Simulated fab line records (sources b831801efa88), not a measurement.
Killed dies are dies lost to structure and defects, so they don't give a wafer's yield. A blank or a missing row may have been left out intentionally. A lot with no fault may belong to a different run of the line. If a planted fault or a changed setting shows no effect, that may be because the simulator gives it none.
Which of the tools did it? | flow sfq_line | 14 lots with 42 wafers sampled at 4 steps, on a route of 325 steps

WHAT THE GAUGES READ, wafer by wafer
SFQ_R5_THK_MEAS_934: measures by xrf. Usual: for R5_MONX_THK the level is 39.6 nm and the standard deviation is 0.48.
lot  | measured     | on            | R5_MONX_THK (nm) | flag
L560 | day 50 03:11 | film_metro-03 | 39.0 39.1 39.7   |
L563 | day 50 14:31 | film_metro-01 | 40.0 39.5 39.9   |
L564 | day 50 15:12 | film_metro-01 | 38.7 38.8 39.1   |
L565 | day 50 18:11 | film_metro-01 | 40.2 39.5 40.2   |
L566 | day 52 14:56 | film_metro-04 | 39.3 39.4 39.3   |
L567 | day 53 09:35 | film_metro-03 | 39.9 40.0 40.6   |
L568 | day 53 18:34 | film_metro-04 | 39.8 38.9 38.8   |
L577 | day 68 16:07 | film_metro-01 | 39.3 39.1 39.7   |
L578 | day 68 17:19 | film_metro-03 | 39.4 39.0 39.7   |
L579 | day 69 10:21 | film_metro-04 | 40.1 39.3 39.5   |
L580 | day 69 20:15 | film_metro-03 | 40.4 40.5 40.0   |
L581 | day 69 21:48 | film_metro-01 | 39.4 39.8 40.1   |
L582 | day 70 06:12 | film_metro-03 | 39.5 39.8 38.9   |
L583 | day 70 10:25 | film_metro-03 | 39.6 39.5 38.9   |

WHICH TOOL RAN EACH LOT (tool, then ch and the chambers of the sampled wafers, then the start)
lot  | SFQ_TRILAYER_I0_VIA_STRIP_STRIP_035 | SFQ_TRILAYER_M5_BARC_OPEN_METAL_ETCH_161 | SFQ_TRILAYER_M5_ETCH_METAL_ETCH_126
L560 | rie_metal-03 ch 0,1, day 9 14:43    | rie_metal-02 ch 0,1, day 49 02:02        | rie_metal-02 ch 0,1, day 49 02:06
L563 | rie_metal-02 ch 1, day 10 12:19     | rie_metal-01 ch 0,1, day 49 09:02        | rie_metal-01 ch 0,1, day 49 09:06
L564 | rie_metal-03 ch 0,1, day 10 22:13   | rie_metal-02 ch 0,1, day 49 10:16        | rie_metal-02 ch 0,1, day 49 10:22
L565 | rie_metal-02 ch 0,1, day 11 15:17   | rie_metal-01 ch 0,1, day 49 11:26        | rie_metal-01 ch 0,1, day 49 11:30
L566 | rie_metal-04 ch 0,1, day 12 05:41   | rie_metal-02 ch 0,1, day 51 18:05        | rie_metal-02 ch 0,1, day 51 18:09
L567 | rie_metal-02 ch 0,1, day 12 09:29   | rie_metal-03 ch 0,1, day 52 18:36        | rie_metal-03 ch 0,1, day 52 18:42
L568 | rie_metal-04 ch 0,1, day 12 16:29   | rie_metal-01 ch 0,1, day 53 01:40        | rie_metal-01 ch 0,1, day 53 01:44
L577 | rie_metal-02 ch 0, day 15 17:57     | rie_metal-03 ch 0,1, day 68 10:03        | rie_metal-03 ch 0,1, day 68 10:06
L578 | rie_metal-03 ch 0,1, day 15 20:21   | rie_metal-02 ch 0,1, day 68 11:15        | rie_metal-02 ch 0,1, day 68 11:18
L579 | rie_metal-02 ch 0,1, day 16 06:22   | rie_metal-03 ch 0,1, day 69 04:49        | rie_metal-03 ch 0,1, day 69 04:53
L580 | rie_metal-02 ch 0,1, day 16 14:46   | rie_metal-01 ch 0,1, day 69 14:33        | rie_metal-01 ch 0,1, day 69 14:36
L581 | rie_metal-04 ch 0,1, day 16 17:10   | rie_metal-02 ch 1, day 69 15:45          | rie_metal-02 ch 1, day 69 15:48
L582 | rie_metal-03 ch 0,1, day 17 01:34   | rie_metal-02 ch 0,1, day 70 00:09        | rie_metal-02 ch 0,1, day 70 00:12
L583 | rie_metal-03 ch 0,1, day 17 11:10   | rie_metal-02 ch 0,1, day 70 03:45        | rie_metal-02 ch 0,1, day 70 03:48
- SFQ_TRILAYER_I0_VIA_STRIP_STRIP_035: strips in O2.
- SFQ_TRILAYER_M5_BARC_OPEN_METAL_ETCH_161: etches BARC in O2, target depth 125 nm, time 41.7 s.
- SFQ_TRILAYER_M5_ETCH_METAL_ETCH_126: etches Nb in Cl2/BCl3, stops on SiO2, time 203.2 s, target depth 265 nm.

WHAT THE TOOLS THEMSELVES READ (means of the sampled wafers that have a number; where no wafer has one, the mark that the record gives instead)
SFQ_TRILAYER_I0_VIA_STRIP_STRIP_035. Usual: chamber_pressure_mTorr 50.00 mTorr, standard deviation 0.049; drypump_motor_current_A 5.55 A, standard deviation 0.25; oes_product_au 0.999 a.u., standard deviation 0.011.
lot  | tool         | chamber_pressure_mTorr (mTorr) | drypump_motor_current_A (A) | oes_product_au (a.u.) | flag
L560 | rie_metal-03 | 50.02                          | 5.39                        | 1.002                 |
L563 | rie_metal-02 | 50.03                          | 5.82                        | 1.000                 |
L564 | rie_metal-03 | 50.01                          | 5.36                        | 1.005                 |
L565 | rie_metal-02 | 49.96                          | 5.42                        | 0.998                 |
L566 | rie_metal-04 | 49.99                          | 5.56                        | 0.995                 |
L567 | rie_metal-02 | 49.98                          | 5.62                        | 0.994                 |
L568 | rie_metal-04 | 50.03                          | 5.55                        | 0.985                 |
L577 | rie_metal-02 | 49.98                          | 5.22                        | 0.994                 |
L578 | rie_metal-03 | 50.01                          | 5.58                        | 1.008                 |
L579 | rie_metal-02 | 49.99                          | 5.41                        | 1.001                 |
L580 | rie_metal-02 | 49.97                          | 5.41                        | 0.996                 |
L581 | rie_metal-04 | 49.95                          | 5.59                        | 1.001                 |
L582 | rie_metal-03 | 50.03                          | 5.36                        | 1.018                 |
L583 | rie_metal-03 | 50.04                          | 5.58                        | 1.000                 |

SFQ_TRILAYER_M5_BARC_OPEN_METAL_ETCH_161. Usual: bias_w 79.95 W, standard deviation 0.24; chamber_pressure_mTorr 10.002 mTorr, standard deviation 0.0082; drypump_motor_current_A 5.50 A, standard deviation 0.26; oes_product_au 0.685 a.u., standard deviation 0.005.
lot  | tool         | bias_w (W) | chamber_pressure_mTorr (mTorr) | drypump_motor_current_A (A) | oes_product_au (a.u.) | flag
L560 | rie_metal-02 | 80.01      | 9.997                          | 5.61                        | 0.686                 |
L563 | rie_metal-01 | 79.90      | 10.005                         | 5.50                        | 0.683                 |
L564 | rie_metal-02 | 79.84      | 9.995                          | 5.62                        | 0.681                 |
L565 | rie_metal-01 | 79.96      | 10.002                         | 5.52                        | 0.683                 |
L566 | rie_metal-02 | 79.95      | 10.003                         | 5.43                        | 0.685                 |
L567 | rie_metal-03 | 79.79      | 10.002                         | 5.56                        | 0.681                 |
L568 | rie_metal-01 | 79.94      | 10.000                         | 5.53                        | 0.682                 |
L577 | rie_metal-03 | 80.03      | 9.997                          | 5.59                        | 0.687                 |
L578 | rie_metal-02 | -          | -                              | -                           | -                     | OFF
L579 | rie_metal-03 | -          | -                              | -                           | -                     | OFF
L580 | rie_metal-01 | 80.00      | 10.008                         | 5.48                        | 0.685                 |
L581 | rie_metal-02 | 79.79      | 10.001                         | 5.84                        | 0.687                 |
L582 | rie_metal-02 | 79.94      | 9.999                          | 5.61                        | 0.684                 |
L583 | rie_metal-02 | 79.47      | 9.996                          | 5.42                        | 0.683                 |

SFQ_TRILAYER_M5_ETCH_METAL_ETCH_126. Usual: bias_w 79.98 W, standard deviation 0.22; chamber_pressure_mTorr 10.000 mTorr, standard deviation 0.0089; drypump_motor_current_A 5.51 A, standard deviation 0.26; oes_product_au 0.727 a.u., standard deviation 0.0069.
lot  | tool         | bias_w (W) | chamber_pressure_mTorr (mTorr) | drypump_motor_current_A (A) | oes_product_au (a.u.) | flag
L560 | rie_metal-02 | 79.97      | 10.000                         | 5.62                        | 0.721                 |
L563 | rie_metal-01 | 79.85      | 10.000                         | 5.48                        | 0.721                 |
L564 | rie_metal-02 | 80.12      | 9.994                          | 5.63                        | 0.725                 |
L565 | rie_metal-01 | 79.87      | 9.997                          | 5.54                        | 0.725                 |
L566 | rie_metal-02 | 79.72      | 10.012                         | 5.41                        | 0.716                 |
L567 | rie_metal-03 | 79.99      | 10.001                         | 5.60                        | 0.724                 |
L568 | rie_metal-01 | 79.72      | 9.996                          | 5.52                        | 0.732                 |
L577 | rie_metal-03 | 79.83      | 9.997                          | 5.59                        | 0.732                 |
L578 | rie_metal-02 | 80.10      | 9.999                          | 5.62                        | 0.377                 | OFF
L579 | rie_metal-03 | 80.06      | 9.990                          | 5.37                        | 0.376                 | OFF
L580 | rie_metal-01 | 79.74      | 10.001                         | 5.46                        | 0.726                 |
L581 | rie_metal-02 | 79.96      | 10.001                         | 5.82                        | 0.731                 |
L582 | rie_metal-02 | 79.94      | 9.987                          | 5.62                        | 0.720                 |
L583 | rie_metal-02 | 80.09      | 10.002                         | 5.42                        | 0.729                 |

THE ANSWER, worked out from the rows above alone
Rule: a lot counts as off when the mean over its wafers that have a number is more than 3 standard deviations away from the usual mean. Also off: a lot with no number at a reading for which 4 or more lots have one. All remaining lots with rows at the step are treated as sound. Order of review: gauges by route order, followed by the tools' own readings, for which a lot's mean as printed above is used. The first step at which some lot is off is used, and at that step the reading that is off furthest; a lot without a number counts as furthest.
Off at SFQ_TRILAYER_M5_BARC_OPEN_METAL_ETCH_161 (bias_w): L578, L579. Without a number there: L578, L579.
A tool fits if, at that step or a process step before it, it ran every lot that is off, and no sound lot after the first of them. Of those tried, none fits.

WHAT THE SIMULATOR PUT IN
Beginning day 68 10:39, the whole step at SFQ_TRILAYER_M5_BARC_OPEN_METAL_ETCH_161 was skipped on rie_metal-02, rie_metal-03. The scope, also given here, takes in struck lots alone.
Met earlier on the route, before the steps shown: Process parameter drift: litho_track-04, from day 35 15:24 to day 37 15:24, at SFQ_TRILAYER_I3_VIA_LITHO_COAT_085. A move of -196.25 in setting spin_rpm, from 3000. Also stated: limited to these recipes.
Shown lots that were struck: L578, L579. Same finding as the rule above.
